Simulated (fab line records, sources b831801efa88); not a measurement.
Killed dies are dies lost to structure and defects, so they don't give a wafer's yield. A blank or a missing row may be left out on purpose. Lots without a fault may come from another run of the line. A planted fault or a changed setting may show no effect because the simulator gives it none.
Problem report in the 8D (eight disciplines) form, filled by code | flow sky130 | the parts of the form that need people (team, actions taken, sign-off) are left out

1. THE PROBLEM
VT_ADJUST_LVTN_TW at SKY_VT_ADJUST_LVTN_TW_MEAS_10 reads a mean of 30.1 on 3 wafers of 1 lot; wafers without a fault read 240.5 with a standard deviation of 1.3. That is -99 or more standard deviations from the usual mean.
First seen on wafer L824.1, day 10 09:17, on film_metro-02. The record holds 39 wafers of 13 lots with a number at this step. Rule for "out", or "out of limits": more than 4 standard deviations from the usual mean. The other wafers with a number count as sound.

2. WHAT IT IS AND WHAT IT IS NOT
question                    | is                     | is not
which readings at this step | VT_ADJUST_LVTN_TW      | -
which lots                  | L824                   | L812, L813, L814, L816, L819, L820, L823, L825, L832, L833, L834, L835
which wafers of those lots  | all that have a number | -
read on which gauges        | film_metro-02          | film_metro-01, film_metro-04
when                        | from day 10 09:17      | up to then (21 sound wafers); but 15 sound wafers of L825, L832, L833, L834, L835 came after

3. SUSPECTS, AND WHAT RULES EACH OUT
Counting: a tool at a process step up to the reading stays a suspect if it ran every lot that is out and no sound lot after the first of them.
- the gauge at SKY_VT_ADJUST_LVTN_TW_MEAS_10: ruled out. All the wafers that are out were read on film_metro-02, but those of them that SKY_VT_ADJUST_HVTP_STRIP_10 has rows for are out there too, on other tools.
- plasma_asher-04 at SKY_VT_ADJUST_HVTP_STRIP_10 (strips in O2/N2): ruled out as a lasting fault. Sound lots L833, L834 ran on it after its first lot that is out, L824 (day 9 10:52).
- plasma_asher-04 at SKY_VT_ADJUST_LVTN_STRIP_09 (strips in O2/N2): ruled out as a lasting fault. Sound lots L835 ran on it after its first lot that is out, L824 (day 10 09:11).
Left after counting: nothing in the record.

4. THE CAUSE (what the simulator had put in)
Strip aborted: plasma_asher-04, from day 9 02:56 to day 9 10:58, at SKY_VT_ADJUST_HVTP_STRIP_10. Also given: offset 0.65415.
Counting ruled it out, wrongly: the rule takes a fault to strike every lot that its tool runs from its start on, and this one did not.

5. THE CHAIN OF EFFECTS, in route order
Each row: a reading whose mean over the struck wafers that have a number lies more than 3 standard deviations from the usual. Only readings for which the record gives a usual standard deviation are gone through. hours: the time from each lot's start at the first step in this table that gives one to its start at this step, as a median over the lots. sigmas: the change in usual standard deviations.
hours | step                          | reading                  | usual      | on struck wafers | change | sigmas
0     | SKY_VT_ADJUST_HVTP_STRIP_10   | oes_product_au           | 0.716 a.u. | 0.933            | +0.217 | +48
22    | SKY_VT_ADJUST_LVTN_STRIP_09   | strip_time_to_endpoint_s | 36.95 s    | 43.55            | +6.60  | +69
22    | SKY_VT_ADJUST_LVTN_TW_MEAS_10 | VT_ADJUST_LVTN_TW        | 240.5      | 30.1             | -210.4 | -99 or more
The process steps in it:
- SKY_VT_ADJUST_HVTP_STRIP_10: strips in O2/N2.
- SKY_VT_ADJUST_LVTN_STRIP_09: strips in O2/N2.
Readings that are blank on the struck wafers while sound wafers have them: strip_time_to_endpoint_s at SKY_VT_ADJUST_HVTP_STRIP_10.
Later measuring or inspecting steps at which every struck wafer that the step has a row for has a number for every such reading, and none has moved that far: SKY_SD_P_OVL_MEAS_08, SKY_SD_N_OVL_MEAS_08, SKY_SD_N_TW_MEAS_12.

6. WHAT WOULD HAVE CAUGHT IT SOONER
In this record the first reading out of limits at a measuring or inspecting step was taken at day 10 09:17, 30 hours after the fault began at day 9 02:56.
The tool's own readings at SKY_VT_ADJUST_HVTP_STRIP_10 were out on every struck wafer that the step has a row for (oes_product_au): an alarm limit on them would have fired on the first of those.
